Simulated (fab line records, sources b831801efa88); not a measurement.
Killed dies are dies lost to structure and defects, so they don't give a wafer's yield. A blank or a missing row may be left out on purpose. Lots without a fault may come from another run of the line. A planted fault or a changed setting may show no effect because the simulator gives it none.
One fault seen from 2 desks | flow gf180mcu | each desk has only its own numbers; what lay behind them comes last

THE TOOL OWNER'S DESK: pvd_sputter-03
The tool's own readings at GF_V1_SPUTTER_21 (material Ti, target thk 15 nm, time 80.02 s): means of the sampled wafers that have a number, for each lot that ran on this tool. A lot is out of limits, marked OUT, if its mean lies more than 4 standard deviations from the usual mean; the brackets give that distance.
Columns: A = throttle_valve_pct at GF_V1_SPUTTER_21, usual 30.5 %
lot  | first seen here | A
L606 | day 21 01:44    | 30.9
L608 | day 21 22:09    | 31.6
L612 | day 23 02:00    | 31.1
This desk's finding: nothing out of limits on any of the 3 lots.

THE METROLOGY DESK
What the gauges read, lot by lot, whatever tool the lot ran on: means of the sampled wafers that have a number. A lot is out of limits, marked OUT, if its mean lies more than 4 standard deviations from the usual mean; the brackets give that distance.
Columns: A = cd_nm at GF_V1_CD_MEAS_14, usual 260.3 nm; B = V1_OVL at GF_V1_OVL_MEAS_15, usual -2 nm
lot  | first seen here | A     | B
L606 | day 21 00:55    | 258.8 | -1
L608 | day 21 21:21    | 259.7 | -6
L609 | day 21 23:45    | 258.1 | -1
L612 | day 23 01:11    | 259.7 | -7
L616 | day 24 08:52    | 260.0 | 4
L619 | day 25 08:01    | 259.5 | 4
This desk's finding: nothing out of limits on any of the 6 lots.

PUT TOGETHER
The tool owner's desk saw nothing out of limits.
The metrology desk saw nothing out of limits.

WHAT THE SIMULATOR HAD PUT IN
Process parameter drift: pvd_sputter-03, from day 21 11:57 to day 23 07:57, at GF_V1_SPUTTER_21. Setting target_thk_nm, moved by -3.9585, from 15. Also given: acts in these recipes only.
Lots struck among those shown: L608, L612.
